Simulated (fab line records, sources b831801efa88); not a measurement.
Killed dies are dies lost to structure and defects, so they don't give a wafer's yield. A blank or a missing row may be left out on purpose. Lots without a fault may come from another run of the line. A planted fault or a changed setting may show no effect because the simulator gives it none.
One fault seen from 2 desks | flow gf180mcu | each desk has only its own numbers; what lay behind them comes last

THE TOOL OWNER'S DESK: lpcvd-02
The tool's own readings at GF_HV_LDD_CVD_56 (deposits Si3N4 from DCS/NH3, target thk 90 nm, time 1543 s): means of the sampled wafers that have a number, for each lot that ran on this tool. A lot is out of limits, marked OUT, if its mean lies more than 4 standard deviations from the usual mean; the brackets give that distance.
Columns: A = spike_tc_bottom_C at GF_HV_LDD_CVD_56, usual 789.8 C
lot  | first seen here | A
L752 | day 12 20:21    | 788.6
L754 | day 13 05:56    | 787.9
L756 | day 14 01:31    | 788.2
L757 | day 14 04:31    | 787.3
L769 | day 18 07:36    | 787.7
L772 | day 19 07:39    | 787.3
L773 | day 19 09:42    | 788.1
This desk's finding: nothing out of limits on any of the 7 lots.

THE METROLOGY DESK
What the gauges read, lot by lot, whatever tool the lot ran on: means of the sampled wafers that have a number. A lot is out of limits, marked OUT, if its mean lies more than 4 standard deviations from the usual mean; the brackets give that distance.
Columns: A = cd_nm at GF_POLY_GATE_CD_MEAS_18, usual 280.7 nm; B = cd_nm at GF_HV_LDD_CD_MEAS_31, usual 400.0 nm; C = HV_LDD_CVD_56_THK at GF_HV_LDD_THK_MEAS_57, usual 89.7 nm; D = PSD_OVL at GF_PSD_OVL_MEAS_08, usual -0.7 nm
lot  | first seen here | A     | B     | C               | D
L752 | day 9 16:43     | 280.5 | 400.3 | 91.4            | -1.9
L754 | day 10 00:29    | 279.0 | 399.1 | 89.4            | -0.3
L756 | day 10 20:14    | 279.9 | 407.0 | 89.2            | -1.4
L757 | day 10 21:29    | 280.1 | 400.6 | 89.9            | -0.9
L760 | day 11 09:34    | 281.1 | 401.7 | 89.0            | -0.5
L759 | day 11 09:49    | 281.2 | 399.2 | 90.6            | -1.0
L761 | day 12 00:31    | 281.4 | 399.3 | 91.6            | 1.0
L762 | day 12 11:16    | 281.1 | 397.0 | 89.5            | 2.0
L769 | day 14 12:25    | 280.2 | 397.3 | 89.1            | -1.0
L772 | day 15 09:45    | 279.1 | 399.2 | 81.0 (-9.6) OUT | -1.3
L773 | day 15 09:45    | 282.3 | 402.4 | 81.7 (-8.9) OUT | -0.3
L774 | day 15 17:57    | 280.7 | 400.2 | 90.1            | -0.9
L775 | day 16 01:03    | 281.1 | 399.0 | 89.9            | -0.6
This desk's finding: out of limits on L772, L773; first on L772, day 19 09:05 (HV_LDD_CVD_56_THK at GF_HV_LDD_THK_MEAS_57). In limits: L752, L754, L756, L757, L760, L759, L761, L762, L769, L774, L775.

PUT TOGETHER
The metrology desk could have raised an alarm at day 19 09:05, on L772, L773.
The tool owner's desk saw nothing out of limits.
The tool owner's desk has L772, L773 on record, within its limits.
Of the lots named, all ran GF_HV_LDD_CVD_56 on lpcvd-02.

WHAT THE SIMULATOR HAD PUT IN
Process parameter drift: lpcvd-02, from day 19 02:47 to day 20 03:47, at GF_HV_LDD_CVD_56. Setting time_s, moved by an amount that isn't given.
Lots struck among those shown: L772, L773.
Hours from the fault's start to each desk's first reading out of limits: the metrology desk, 6.
